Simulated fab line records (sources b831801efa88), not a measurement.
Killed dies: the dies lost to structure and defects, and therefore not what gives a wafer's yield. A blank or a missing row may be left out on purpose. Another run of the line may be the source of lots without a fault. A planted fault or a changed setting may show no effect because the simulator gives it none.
Chamber matching + flow sky130 + SKY_LI_CONTACT_CMP_02 on cmp-02: 4 sister chambers
The step polishes PSG. 4 wafers are shown with their chamber, then 9 later ones without.

EACH WAFER AND ITS CHAMBER
| wafer  | chamber | motor current A (A) |
|--------|---------|---------------------|
| L799.6 | 1       | 10.9                |
| L800.5 | 2       | 11.9                |
| L809.1 | 3       | 11.5                |
| L809.6 | 0       | 10.5                |

WAFERS MISSING THEIR CHAMBER
| wafer  | motor current A (A) |
|--------|---------------------|
| L813.1 | 11.0                |
| L813.2 | 11.2                |
| L813.6 | 12.4                |
| L814.1 | 11.8                |
| L814.2 | 10.9                |
| L814.4 | 10.8                |
| L815.1 | 11.7                |
| L815.2 | 10.9                |
| L815.5 | 10.8                |

CHAMBER TAKEN BY EACH
| wafer  | from the rows above               | in truth |
|--------|-----------------------------------|----------|
| L813.1 | can't be placed: 1 or 0 or 3      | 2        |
| L813.2 | can't be placed: 1 or 3 or 0 or 2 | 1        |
| L813.6 | can't be placed: 2 or 3           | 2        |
| L814.1 | can't be placed: 2 or 3           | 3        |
| L814.2 | can't be placed: 1 or 0           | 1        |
| L814.4 | can't be placed: 1 or 0           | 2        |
| L815.1 | can't be placed: 3 or 2           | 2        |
| L815.2 | can't be placed: 1 or 0           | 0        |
| L815.5 | can't be placed: 1 or 0           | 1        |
Correct placement for 0 of the 9. Can't be placed from these rows: 9 (the true chamber is among the candidates in 7). Wrongly placed: 0.
How it was worked out, from the rows above alone: a wafer's distance from a chamber is the root of the sum, over the readings, of the square of ((its reading less the chamber's mean) divided by the reading's scatter). The wafer belongs to the nearest chamber; if the next one is less than 2 further off, it can't be placed. The mean given for a chamber averages the wafers shown for that chamber. The scatter (one wafer shown for each chamber): square how far every hidden wafer sits from the nearest shown wafer, average those squares and take the square root.
